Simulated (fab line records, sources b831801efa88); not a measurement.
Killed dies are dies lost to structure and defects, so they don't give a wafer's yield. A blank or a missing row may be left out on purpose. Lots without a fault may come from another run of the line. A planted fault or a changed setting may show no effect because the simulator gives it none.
Which tool did it? | flow sky130 | 9 lots, 27 wafers sampled, at 2 steps of a route of 708

WHAT THE GAUGES READ, wafer by wafer
SKY_VIA4_THK_MEAS_01.
lot  | measured     | on            | VIA4_HDPCVD_THK (nm)
L324 | day 41 18:57 | film_metro-01 | 1758 1749 1735
L325 | day 42 11:00 | film_metro-01 | 1732 1747 1747
L331 | day 43 17:15 | film_metro-03 | 1764 1329 1338
L333 | day 44 04:43 | film_metro-02 | 1771 1359 1774
L337 | day 45 12:11 | film_metro-01 | 1775 1767 1765
L339 | day 45 16:46 | film_metro-01 | 1751 1756 1774
L345 | day 47 10:54 | film_metro-01 | 1747 1745 1754
L346 | day 47 13:07 | film_metro-03 | 1751 1754 1751
L347 | day 47 20:53 | film_metro-03 | 1767 1757 1756

WHICH TOOL RAN EACH LOT (tool, then ch and the chambers of the sampled wafers, then the start)
lot  | SKY_VIA4_HDPCVD_00
L324 | hdpcvd-02 ch 0,2, day 41 18:46
L325 | hdpcvd-02 ch 0,1,2, day 42 10:53
L331 | hdpcvd-02 ch 0,2, day 43 17:04
L333 | hdpcvd-02 ch 0,2, day 44 04:32
L337 | hdpcvd-01 ch 1,2, day 45 12:00
L339 | hdpcvd-01 ch 0,1, day 45 16:35
L345 | hdpcvd-01 ch 0,2, day 47 10:43
L346 | hdpcvd-01 ch 1,2, day 47 12:56
L347 | hdpcvd-01 ch 0,1,2, day 47 20:42
- SKY_VIA4_HDPCVD_00: deposits SiO2, target thk 1750 nm, time 291.7 s.

THE ANSWER, worked out from the rows above alone
Rule: what is usual is taken from the lots themselves. Put in order of their means at a reading, lots are off if they are a third of the lots or fewer, leave a main group of 4 or more, and stand apart from it by a gap of 3 or more times the standard deviation of the main group's means; of several such gaps the widest counts. A main group whose means are all the same, to the digits that the tables above print for the reading, isn't used. A lot without any number at a reading at which 4 lots or more have one is off too. The other lots that the step has rows for count as sound.
Off: L331, L333, at SKY_VIA4_THK_MEAS_01 (VIA4_HDPCVD_THK). The main group: mean 1754 nm, standard deviation 8.6.
A tool fits if, at a process step before that reading, it ran every lot that is off, and no sound lot after the first of them. The gauges at SKY_VIA4_THK_MEAS_01 are tried like those tools. One fits: hdpcvd-02 at SKY_VIA4_HDPCVD_00. Its last sound lot is L325 (day 42 10:53), its first lot that is off L331 (day 43 17:04): a fault that began between those two fits.

WHAT THE SIMULATOR HAD PUT IN
Process parameter drift: hdpcvd-02, from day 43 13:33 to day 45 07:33, at SKY_VIA4_HDPCVD_00. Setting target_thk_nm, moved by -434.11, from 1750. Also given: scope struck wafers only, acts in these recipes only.
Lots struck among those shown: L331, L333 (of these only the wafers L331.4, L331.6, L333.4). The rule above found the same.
